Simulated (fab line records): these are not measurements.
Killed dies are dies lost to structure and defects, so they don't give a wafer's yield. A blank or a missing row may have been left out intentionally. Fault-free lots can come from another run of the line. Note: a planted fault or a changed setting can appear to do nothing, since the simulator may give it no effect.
fab line records | flow sky130 | part 2 of 2: steps 32 to 42 of 42
record lots=5 | wafers=15 | last_day=48
route steps=708 shown METAL2@503 VIA2@507 METAL3@532 CAPM@537
lots with no fault: from the same line, run without faults
start_h: the number of hours between the record's first day and the start of the first shown wafer of the lot | wait_h: hours from the lot's prior step to this one | " the same as in the row above | L1.1+2: a single row standing in for several wafers | - no value present, or no start provided | * or withheld: withheld | < > ~ a bound
route shown NAME@n: names a module that has steps shown in the file, with the first one's number in the route | usual: the fault-free wafers' mean and standard deviation | same: alike in all rows | chamber/n: place in a boat | sites: each site's reading | _std_site: the values' standard deviation | _edge_site: inner sites' mean taken away from outer sites' mean | radius_mm: for every site, how far away it sits from the centre of the wafer | mask NAME#n: copy n | behind: the last tool/chamber to shape the wafer | hold: reason for holding the lot/hours on hold/outcome of the hold | device: the n, p or np transistor that did not switch | end of line: at the end of the route, the tests of the same wafers | a step with no rows: only its recipe | killed: dies that structure and defects cost at the first sort, which is not the same as the wafer's yield | map: dies across one wafer; x = killed, . = not, _ = none there
set.NAME: the setting that was run; set.NAME@STEP: the one run at that earlier step | model.NAME: the simulator's own value behind a step, which no gauge read
lots seen at some steps along the route; tables by step, rows by wafer
services: when a tool's chamber went out of use (start_h, in hours from the record's first day, below 0 if earlier), for how many hours, and the reason
## steps
# step SKY_METAL3_SPUTTER_02
# recipe material=AlCu | target_thk_nm=735 | power_w=10600 | time_s=39.1 | chamber_pressure_pa=0.4
# usual throttle_valve_pct=30.6/1.3
lot.wafer | tool           | chamber | start_h | wait_h | throttle_valve_pct
L076.3    | pvd_sputter-02 | -       | 873.47  | 0.0    | 31.7
L076.4    | "              | -       | "       | "      | 33.5
L076.5    | "              | -       | "       | "      | 28.8
L077.2    | pvd_sputter-01 | -       | 889.21  | 0.0    | 30.6
L077.3    | "              | -       | "       | "      | 30.3
L077.5    | "              | -       | "       | "      | 30.9
L082.1    | pvd_sputter-03 | -       | 931.36  | 0.0    | 30.9
L082.4    | "              | -       | "       | "      | 29.7
L082.5    | "              | -       | "       | "      | 28.9
L084.2    | pvd_sputter-02 | -       | 935.30  | 0.0    | 33.6
L084.4    | "              | -       | "       | "      | 30.6
L084.6    | "              | -       | "       | "      | 32.1
L087.1    | pvd_sputter-02 | -       | 958.72  | 0.0    | 30.2
L087.2    | "              | -       | "       | "      | 28.6
L087.3    | "              | -       | "       | "      | 33.4
# step SKY_METAL3_SPUTTER_03
# recipe material=Ti | target_thk_nm=5 | power_w=3000 | time_s=3.3 | chamber_pressure_pa=0.4
# usual throttle_valve_pct=30.6/1.3
lot.wafer | tool           | chamber | start_h | wait_h | throttle_valve_pct
L076.3    | pvd_sputter-02 | -       | 873.50  | 0.0    | 31.8
L076.4    | "              | -       | "       | "      | 33.5
L076.5    | "              | -       | "       | "      | 28.5
L077.2    | pvd_sputter-01 | -       | 889.24  | 0.0    | 31.0
L077.3    | "              | -       | "       | "      | 30.4
L077.5    | "              | -       | "       | "      | 31.1
L082.1    | pvd_sputter-03 | -       | 931.40  | 0.0    | 31.2
L082.4    | "              | -       | "       | "      | 30.1
L082.5    | "              | -       | "       | "      | 28.7
L084.2    | pvd_sputter-02 | -       | 935.34  | 0.0    | 33.2
L084.4    | "              | -       | "       | "      | 30.6
L084.6    | "              | -       | "       | "      | 31.7
L087.1    | pvd_sputter-02 | -       | 958.76  | 0.0    | 30.4
L087.2    | "              | -       | "       | "      | 28.9
L087.3    | "              | -       | "       | "      | 33.4
# step SKY_METAL3_SPUTTER_04
# recipe material=TiN | target_thk_nm=70 | power_w=6500 | time_s=58.3 | chamber_pressure_pa=0.4
# usual throttle_valve_pct=30.6/1.3
lot.wafer | tool           | chamber | start_h | wait_h | throttle_valve_pct
L076.3    | pvd_sputter-02 | -       | 873.52  | 0.0    | 31.6
L076.4    | "              | -       | "       | "      | 33.5
L076.5    | "              | -       | "       | "      | 28.6
L077.2    | pvd_sputter-01 | -       | 889.26  | 0.0    | 30.4
L077.3    | "              | -       | "       | "      | 30.2
L077.5    | "              | -       | "       | "      | 30.9
L082.1    | pvd_sputter-03 | -       | 931.42  | 0.0    | 31.2
L082.4    | "              | -       | "       | "      | 29.9
L082.5    | "              | -       | "       | "      | 28.9
L084.2    | pvd_sputter-02 | -       | 935.36  | 0.0    | 33.6
L084.4    | "              | -       | "       | "      | 31.0
L084.6    | "              | -       | "       | "      | 31.7
L087.1    | pvd_sputter-02 | -       | 958.78  | 0.0    | 30.4
L087.2    | "              | -       | "       | "      | 28.6
L087.3    | "              | -       | "       | "      | 33.5
# step SKY_CAPM_CVD_00
# recipe material=SiO2 | target_thk_nm=15.5 | temp_c=400 | time_s=withheld | rf_w=450
# usual heater_power_w=799/94
lot.wafer | tool     | chamber | start_h | wait_h | heater_power_w
L076.3    | pecvd-02 | 0       | 873.57  | 0.0    | 890
L076.4    | "        | 0       | "       | "      | 906
L076.5    | "        | 1       | "       | "      | 588
L077.2    | pecvd-02 | 0       | 889.31  | 0.0    | 863
L077.3    | "        | 1       | "       | "      | 695
L077.5    | "        | 1       | "       | "      | 680
L082.1    | pecvd-04 | 0       | 931.47  | 0.0    | 924
L082.4    | "        | 2       | "       | "      | 945
L082.5    | "        | 1       | "       | "      | 650
L084.2    | pecvd-04 | 2       | 935.40  | 0.0    | 752
L084.4    | "        | 0       | "       | "      | 809
L084.6    | "        | 1       | "       | "      | 724
L087.1    | pecvd-04 | 2       | 958.83  | 0.0    | 798
L087.2    | "        | 0       | "       | "      | 926
L087.3    | "        | 1       | "       | "      | 721
# step SKY_CAPM_THK_MEAS_01
# recipe reads=SiO2_of_CAPM_CVD_00
# usual CAPM_CVD_00_THK=15.44/0.2
lot.wafer | tool          | chamber | start_h | wait_h | CAPM_CVD_00_THK[nm]
L076.3    | film_metro-04 | -       | 873.61  | -      | 15.40
L076.4    | "             | -       | "       | "      | 15.49
L076.5    | "             | -       | "       | "      | 15.31
L077.2    | film_metro-04 | -       | 889.34  | -      | 15.12
L077.3    | "             | -       | "       | "      | 14.94
L077.5    | "             | -       | "       | "      | 15.20
L082.1    | film_metro-02 | -       | 931.49  | -      | 15.26
L082.4    | "             | -       | "       | "      | 15.77
L082.5    | "             | -       | "       | "      | 15.52
L084.2    | film_metro-04 | -       | 935.44  | -      | 15.60
L084.4    | "             | -       | "       | "      | 15.51
L084.6    | "             | -       | "       | "      | 15.39
L087.1    | film_metro-01 | -       | 958.85  | -      | 15.49
L087.2    | "             | -       | "       | "      | 15.58
L087.3    | "             | -       | "       | "      | 15.43
# step SKY_CAPM_SPUTTER_02
# recipe material=TiN | target_thk_nm=200 | temp_c=300 | power_w=6500 | time_s=166.7 | chamber_pressure_pa=0.4
# usual throttle_valve_pct=30.1/0.66
lot.wafer | tool           | chamber | start_h | wait_h | throttle_valve_pct
L076.3    | pvd_sputter-04 | -       | 873.65  | 0.0    | 29.5
L076.4    | "              | -       | "       | "      | 30.5
L076.5    | "              | -       | "       | "      | 28.9
L077.2    | pvd_sputter-03 | -       | 889.39  | 0.0    | 28.7
L077.3    | "              | -       | "       | "      | 29.8
L077.5    | "              | -       | "       | "      | 29.9
L082.1    | pvd_sputter-04 | -       | 931.55  | 0.1    | 30.6
L082.4    | "              | -       | "       | "      | 29.6
L082.5    | "              | -       | "       | "      | 30.9
L084.2    | pvd_sputter-01 | -       | 935.49  | 0.0    | 31.1
L084.4    | "              | -       | "       | "      | 30.4
L084.6    | "              | -       | "       | "      | 29.9
L087.1    | pvd_sputter-04 | -       | 958.91  | 0.1    | 29.4
L087.2    | "              | -       | "       | "      | 29.0
L087.3    | "              | -       | "       | "      | 30.2
# step SKY_CAPM_RS_MEAS_03
# recipe thk_meas_gauge=four-point-probe | reads=TiN_of_CAPM_SPUTTER_02
# usual CAPM_TIN_RS=6.95/0.07
lot.wafer | tool          | chamber | start_h | wait_h | CAPM_TIN_RS[ohm/sq]
L076.3    | film_metro-01 | -       | 873.80  | 0.1    | 6.93
L076.4    | "             | -       | "       | "      | 6.92
L076.5    | "             | -       | "       | "      | 6.88
L077.2    | film_metro-02 | -       | 889.52  | 0.1    | 6.88
L077.3    | "             | -       | "       | "      | 6.86
L077.5    | "             | -       | "       | "      | 6.86
L082.1    | film_metro-02 | -       | 931.66  | 0.1    | 7.04
L082.4    | "             | -       | "       | "      | 6.98
L082.5    | "             | -       | "       | "      | 7.07
L084.2    | film_metro-01 | -       | 935.62  | 0.1    | 6.88
L084.4    | "             | -       | "       | "      | 6.93
L084.6    | "             | -       | "       | "      | 6.83
L087.1    | film_metro-02 | -       | 959.02  | 0.1    | 7.00
L087.2    | "             | -       | "       | "      | 6.86
L087.3    | "             | -       | "       | "      | 6.89
# step SKY_CAPM_THK_MEAS_04
# recipe thk_meas_gauge=xrf | reads=TiN_of_CAPM_SPUTTER_02
# usual CAPM_TIN_THK=200.6/2.2
lot.wafer | tool          | chamber | start_h | wait_h | CAPM_TIN_THK[nm]
L076.3    | film_metro-01 | -       | 873.90  | 0.1    | 200.4
L076.4    | "             | -       | "       | "      | 202.2
L076.5    | "             | -       | "       | "      | 202.4
L077.2    | film_metro-02 | -       | 889.63  | 0.1    | 202.4
L077.3    | "             | -       | "       | "      | 203.0
L077.5    | "             | -       | "       | "      | 201.8
L082.1    | film_metro-02 | -       | 931.78  | 0.1    | 198.7
L082.4    | "             | -       | "       | "      | 199.2
L082.5    | "             | -       | "       | "      | 197.9
L084.2    | film_metro-01 | -       | 935.73  | 0.1    | 203.4
L084.4    | "             | -       | "       | "      | 201.9
L084.6    | "             | -       | "       | "      | 204.9
L087.1    | film_metro-02 | -       | 959.14  | 0.1    | 198.6
L087.2    | "             | -       | "       | "      | 201.6
L087.3    | "             | -       | "       | "      | 202.0
# step SKY_CAPM_DEHYDRATE_05
# recipe temp_c=200 | time_s=60
lot.wafer  | tool           | chamber | start_h | wait_h
L076.3+4+5 | litho_track-03 | 0       | 887.01  | 13.1
L077.2+3+5 | litho_track-02 | 0       | 901.39  | 11.7
L082.1+4+5 | litho_track-01 | 0       | 943.15  | 11.4
L084.2+4+6 | litho_track-03 | 0       | 947.13  | 11.4
L087.1+2+3 | litho_track-03 | 0       | 970.46  | 11.3
# step SKY_CAPM_HMDS_06
# recipe prime_time_s=60 | prime_temp_c=120
lot.wafer  | tool           | chamber | start_h | wait_h
L076.3+4+5 | litho_track-03 | 0       | 887.16  | 0.1
L077.2+3+5 | litho_track-02 | 0       | 901.54  | 0.1
L082.1+4+5 | litho_track-01 | 0       | 943.30  | 0.1
L084.2+4+6 | litho_track-03 | 0       | 947.28  | 0.1
L087.1+2+3 | litho_track-03 | 0       | 970.61  | 0.1
# step SKY_CAPM_COAT_07
# recipe resist=NOVOLAK | spin_rpm=3000 | resist_thk_nm=1140
lot.wafer  | tool           | chamber | start_h | wait_h
L076.3+4+5 | litho_track-03 | 0       | 887.31  | 0.1
L077.2+3+5 | litho_track-02 | 0       | 901.69  | 0.1
L082.1+4+5 | litho_track-01 | 0       | 943.45  | 0.1
L084.2+4+6 | litho_track-03 | 0       | 947.43  | 0.1
L087.1+2+3 | litho_track-03 | 0       | 970.76  | 0.1
## services
tool           | chamber | start_h | hours | kind
hdpcvd-02      | 2       | 829.79  | 8.2   | repair
cmp-01         | -       | 837.06  | 5.6   | repair
cmp-01         | -       | 858.97  | 2.0   | repair
krf_scanner-02 | -       | 862.65  | 0.8   | pm
cmp-01         | -       | 864.69  | 1.7   | repair
pvd_sputter-02 | -       | 867.82  | 0.9   | repair
hdpcvd-02      | 0       | 869.90  | 5.8   | repair
rie_diel-04    | 1       | 870.65  | 10.5  | repair
cmp-02         | -       | 882.07  | 0.6   | repair
hdpcvd-02      | -       | 891.60  | 0.4   | repair
pecvd-04       | 1       | 895.71  | 3.1   | repair
cmp-01         | -       | 909.31  | 0.3   | repair
rie_diel-03    | 3       | 910.74  | 1.9   | repair
cmp-02         | -       | 912.62  | 4.0   | pm
wet_bench-04   | -       | 914.84  | 32.5  | repair
krf_scanner-02 | -       | 917.48  | 3.6   | pm
krf_scanner-02 | -       | 921.20  | 1.0   | pm
rie_diel-04    | 3       | 923.27  | 6.1   | repair
rie_diel-04    | 2       | 925.39  | 7.8   | repair
wet_bench-01   | -       | 935.95  | 5.6   | repair
cmp-02         | -       | 945.10  | 3.9   | repair
rie_diel-04    | 1       | 946.82  | 8.0   | repair
wet_bench-01   | -       | 955.12  | 5.2   | repair
rie_diel-03    | 1       | 960.49  | 13.2  | repair
